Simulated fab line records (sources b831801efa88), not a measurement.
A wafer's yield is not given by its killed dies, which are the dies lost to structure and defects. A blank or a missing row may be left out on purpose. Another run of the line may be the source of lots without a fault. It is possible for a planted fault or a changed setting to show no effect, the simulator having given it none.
Split-lot study / flow sfq-line / on a route of 325 steps: 5 lots, 23 wafers read

ABOUT THE SPLIT
At SFQ_TRILAYER_M1_LITHO_PEB_042 (peb time 60 s), the setting peb-time-s was moved away from the recipe's 60 s on 10 of the 23 wafers read, by -13.7% to +14.2%. The other wafers ran this setting at the recipe's value.

FROM THE SPLIT TO THE READING: what the file shows between them, 1 step
- SFQ_TRILAYER_M1_LITHO_DEVELOP_041: time 60 s

THE READING
M1.cd-nm (the simulator's own value, which no gauge read), in nm, at SFQ_TRILAYER_M1_BARC_OPEN_METAL_ETCH_054 (etches BARC in O2, target depth 125 nm, time 41.7 s). The file gives no usual value for it. Across the 13 wafers here that went through the recipe, the average is 500.0 nm and the standard deviation 1.5 nm.

wafer=L074.1; tool, chamber at the split=litho-track-04, 0; peb-time-s as run, s=60; against the recipe=recipe; M1.cd-nm, nm=500.2; against lot-mates on the recipe=-
wafer=L074.2; tool, chamber at the split=litho-track-04, 0; peb-time-s as run, s=60; against the recipe=recipe; M1.cd-nm, nm=502.7; against lot-mates on the recipe=-
wafer=L074.6; tool, chamber at the split=litho-track-04, 0; peb-time-s as run, s=60; against the recipe=recipe; M1.cd-nm, nm=501.7; against lot-mates on the recipe=-
wafer=L075.1; tool, chamber at the split=litho-track-04, 0; peb-time-s as run, s=53.21; against the recipe=-11.3%; M1.cd-nm, nm=517.8; against lot-mates on the recipe=+18.0
wafer=L075.5; tool, chamber at the split=litho-track-04, 0; peb-time-s as run, s=53.21; against the recipe=-11.3%; M1.cd-nm, nm=517.8; against lot-mates on the recipe=+18.0
wafer=L075.2; tool, chamber at the split=litho-track-04, 0; peb-time-s as run, s=60; against the recipe=recipe; M1.cd-nm, nm=499.7; against lot-mates on the recipe=-
wafer=L075.3; tool, chamber at the split=litho-track-04, 0; peb-time-s as run, s=53.21; against the recipe=-11.3%; M1.cd-nm, nm=517.3; against lot-mates on the recipe=+17.5
wafer=L075.6; tool, chamber at the split=litho-track-04, 0; peb-time-s as run, s=60; against the recipe=recipe; M1.cd-nm, nm=499.8; against lot-mates on the recipe=-
wafer=L077.1; tool, chamber at the split=litho-track-01, 0; peb-time-s as run, s=53.72; against the recipe=-10.5%; M1.cd-nm, nm=516.8; against lot-mates on the recipe=+16.1
wafer=L077.2; tool, chamber at the split=litho-track-01, 0; peb-time-s as run, s=60; against the recipe=recipe; M1.cd-nm, nm=499.9; against lot-mates on the recipe=-
wafer=L077.4; tool, chamber at the split=litho-track-01, 0; peb-time-s as run, s=60; against the recipe=recipe; M1.cd-nm, nm=501.9; against lot-mates on the recipe=-
wafer=L077.5; tool, chamber at the split=litho-track-01, 0; peb-time-s as run, s=60; against the recipe=recipe; M1.cd-nm, nm=500.2; against lot-mates on the recipe=-
wafer=L077.6; tool, chamber at the split=litho-track-01, 0; peb-time-s as run, s=53.72; against the recipe=-10.5%; M1.cd-nm, nm=515.4; against lot-mates on the recipe=+14.7
wafer=L078.1; tool, chamber at the split=litho-track-04, 0; peb-time-s as run, s=60; against the recipe=recipe; M1.cd-nm, nm=500.4; against lot-mates on the recipe=-
wafer=L078.2; tool, chamber at the split=litho-track-04, 0; peb-time-s as run, s=51.8; against the recipe=-13.7%; M1.cd-nm, nm=520.4; against lot-mates on the recipe=+20.7
wafer=L078.3; tool, chamber at the split=litho-track-04, 0; peb-time-s as run, s=51.8; against the recipe=-13.7%; M1.cd-nm, nm=522.1; against lot-mates on the recipe=+22.4
wafer=L078.4; tool, chamber at the split=litho-track-04, 0; peb-time-s as run, s=60; against the recipe=recipe; M1.cd-nm, nm=499.1; against lot-mates on the recipe=-
wafer=L078.5; tool, chamber at the split=litho-track-04, 0; peb-time-s as run, s=60; against the recipe=recipe; M1.cd-nm, nm=499.7; against lot-mates on the recipe=-
wafer=L080.1; tool, chamber at the split=litho-track-04, 0; peb-time-s as run, s=68.52; against the recipe=+14.2%; M1.cd-nm, nm=477; against lot-mates on the recipe=-20.5
wafer=L080.2; tool, chamber at the split=litho-track-04, 0; peb-time-s as run, s=68.52; against the recipe=+14.2%; M1.cd-nm, nm=478.9; against lot-mates on the recipe=-18.6
wafer=L080.4; tool, chamber at the split=litho-track-04, 0; peb-time-s as run, s=68.52; against the recipe=+14.2%; M1.cd-nm, nm=478.2; against lot-mates on the recipe=-19.3
wafer=L080.5; tool, chamber at the split=litho-track-04, 0; peb-time-s as run, s=60; against the recipe=recipe; M1.cd-nm, nm=498.4; against lot-mates on the recipe=-
wafer=L080.6; tool, chamber at the split=litho-track-04, 0; peb-time-s as run, s=60; against the recipe=recipe; M1.cd-nm, nm=496.7; against lot-mates on the recipe=-

FIT RESULTS
A straight line over all 23 wafers: M1.cd-nm changes by -1.55 nm for each +1% of peb-time-s; r = -1.00; the points scatter about the line by 1.3 nm.
The same after taking each lot's own level away (the mean of its wafers on the recipe; 23 wafers): -1.47 nm for each +1%; r = -1.00; scatter 1 nm.
That fit puts the effect of the largest move of peb-time-s on the reading at 21 nm.
From 497.55 to 501.53 nm: that is the span of the lots' own levels, equal to 2.7 times the standard deviation above.
The two slopes are in agreement: the lot-to-lot level therefore moves the slope only a little.
Check: -20.4 nm against its lot-mates is what the line predicts for one of the wafers moved furthest among these (+14.2%) when that wafer is left out of the fit. Against them it came out at -20.5 nm.

FILE'S OWN FIT
M1.cd-nm changes by -1.49 nm for each +1% of peb-time-s, r = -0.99.
